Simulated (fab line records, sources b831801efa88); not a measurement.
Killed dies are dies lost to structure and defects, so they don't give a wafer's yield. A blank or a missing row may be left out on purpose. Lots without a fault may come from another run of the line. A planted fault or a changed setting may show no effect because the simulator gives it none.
Which tool did it? | flow sky130 | 7 lots, 21 wafers sampled, at 2 steps of a route of 708

WHAT THE GAUGES READ, wafer by wafer
SKY_CAP2M_OVL_MEAS_12.
lot  | measured     | on         | CAP2M_OVL (nm)
L927 | day 41 20:28 | overlay-02 | -0.7 -0.7 1.6
L929 | day 42 03:51 | overlay-01 | 0.4 1.3 1.2
L930 | day 42 09:41 | overlay-01 | 1.7 -0.3 -1.1
L938 | day 44 14:12 | overlay-01 | 0.8 0.9 -0.8
L943 | day 45 23:50 | overlay-01 | -1.1 -1.4 -0.6
L947 | day 47 18:29 | overlay-02 | 0.7 0.3 -1.3
L946 | day 47 23:57 | overlay-01 | -2.1 -2.6 -2.7

WHICH TOOL RAN EACH LOT (tool, then ch and the chambers of the sampled wafers, then the start)
lot  | SKY_CONTACT_CVD_24
L927 | cvd_w-02 ch 0,1, day 32 21:44
L929 | cvd_w-01 ch 0,1, day 33 04:25
L930 | cvd_w-02 ch 0,1, day 33 11:57
L938 | cvd_w-02 ch 0,1, day 36 01:01
L943 | cvd_w-01 ch 1, day 37 15:04
L947 | cvd_w-01 ch 1, day 39 22:33
L946 | cvd_w-02 ch 0,1, day 40 03:35
- SKY_CONTACT_CVD_24: deposits W, target thk 340 nm, time 102.12 s.

THE ANSWER, worked out from the rows above alone
Rule: what is usual is taken from the lots themselves. Put in order of their means at a reading, lots are off if they are a third of the lots or fewer, leave a main group of 4 or more, and stand apart from it by a gap of 3 or more times the standard deviation of the main group's means; of several such gaps the widest counts. A main group whose means are all the same, to the digits that the tables above print for the reading, isn't used. A lot without any number at a reading at which 4 lots or more have one is off too. The other lots that the step has rows for count as sound.
No lot is off at any reading shown: from this, nothing can be told.

WHAT THE SIMULATOR HAD PUT IN
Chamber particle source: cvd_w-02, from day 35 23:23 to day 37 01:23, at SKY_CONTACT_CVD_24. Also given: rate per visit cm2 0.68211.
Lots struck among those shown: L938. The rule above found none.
